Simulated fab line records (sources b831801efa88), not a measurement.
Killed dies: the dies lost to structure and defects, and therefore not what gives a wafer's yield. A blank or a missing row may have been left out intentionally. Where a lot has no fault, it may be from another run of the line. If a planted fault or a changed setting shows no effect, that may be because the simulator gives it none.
Problem report, 8D (eight disciplines) form, completed by code | flow gf180mcu | the parts of the form that need people (team, actions taken, sign-off) are left out

1. PROBLEM STATEMENT
Wafers free of any fault read 10.04 nm (standard deviation 0.13) for HV_LDD_CVD_54_THK at GF_HV_LDD_THK_MEAS_55, against a mean of 4.80 nm on 6 wafers of 2 lots. Relative to the usual mean, that is a shift of -40 standard deviations.
The first sign was on wafer L690.1 at day 17 05:49, on film-metro-04. The record holds 39 wafers of 13 lots with a number at this step. Rule for "out" (also "out of limits"): further than 4 standard deviations from the usual mean. Any other wafer with a number is counted as sound.

2. WHAT IT IS, WHAT IT ISN'T
question                    | is                     | is not
which readings at this step | HV_LDD_CVD_54_THK      | -
which lots                  | L690, L691             | L677, L678, L679, L680, L681, L689, L692, L693, L695, L697, L699
which wafers of those lots  | all that have a number | -
read on which gauges        | film-metro-04          | film-metro-01, film-metro-02
when                        | from day 17 05:49      | up to then (18 sound wafers); but 15 sound wafers of L692, L693, L695, L697, L699 came after

3. SUSPECTS, AND WHAT RULES EACH OUT
Counting: a tool at any process step up to the reading remains a suspect when it ran all the lots that are out and ran no sound lot after the first of those.
- the gauge at GF_HV_LDD_THK_MEAS_55: kept. All the wafers that are out were read on film-metro-04, and no step on other tools shows them out.
- lpcvd-02 at GF_HV_LDD_CVD_54 (deposits SiO2 from TEOS, target thk 10 nm, time 75 s): kept. All lots that are out passed through it, beginning with L690 at day 17 04:16, and no sound lot followed; its final sound lot before that point was L689 at day 16 18:40.
The count leaves film-metro-04 at GF_HV_LDD_THK_MEAS_55 and lpcvd-02 at GF_HV_LDD_CVD_54.

4. THE CAUSE (what the simulator had put in)
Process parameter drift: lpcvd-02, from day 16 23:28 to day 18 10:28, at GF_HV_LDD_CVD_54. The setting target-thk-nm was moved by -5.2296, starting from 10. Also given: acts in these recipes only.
After counting, 2 suspects remain, this tool included.

5. THE EFFECT CHAIN, in route order
One row per reading whose mean, taken over the struck wafers that have a number, lies over 3 standard deviations from the usual. Readings are gone through only where the record gives a usual standard deviation; hours: the median, over the lots, of the time from a lot's start at the first step in this table giving one to that lot's start at this step; sigmas: the change measured in usual standard deviations.
hours | step                  | reading           | usual    | on struck wafers | change | sigmas
0     | GF_HV_LDD_THK_MEAS_55 | HV_LDD_CVD_54_THK | 10.04 nm | 4.80             | -5.24  | -40

6. WHAT WOULD HAVE CAUGHT IT SOONER
Counted from the fault's start at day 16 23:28, it took 6 hours until the first out-of-limits reading at a measuring or inspecting step in this record, taken at day 17 05:49.
No tool reading at GF_HV_LDD_CVD_54 that has a usual standard deviation in the record was out on any struck wafer, so an alarm limit of 4 standard deviations on those readings would not have fired.
L691, from the lots that are out (2), started GF_HV_LDD_CVD_54 on lpcvd-02 later than day 17 05:49. Holding the tool at that time would have saved it.
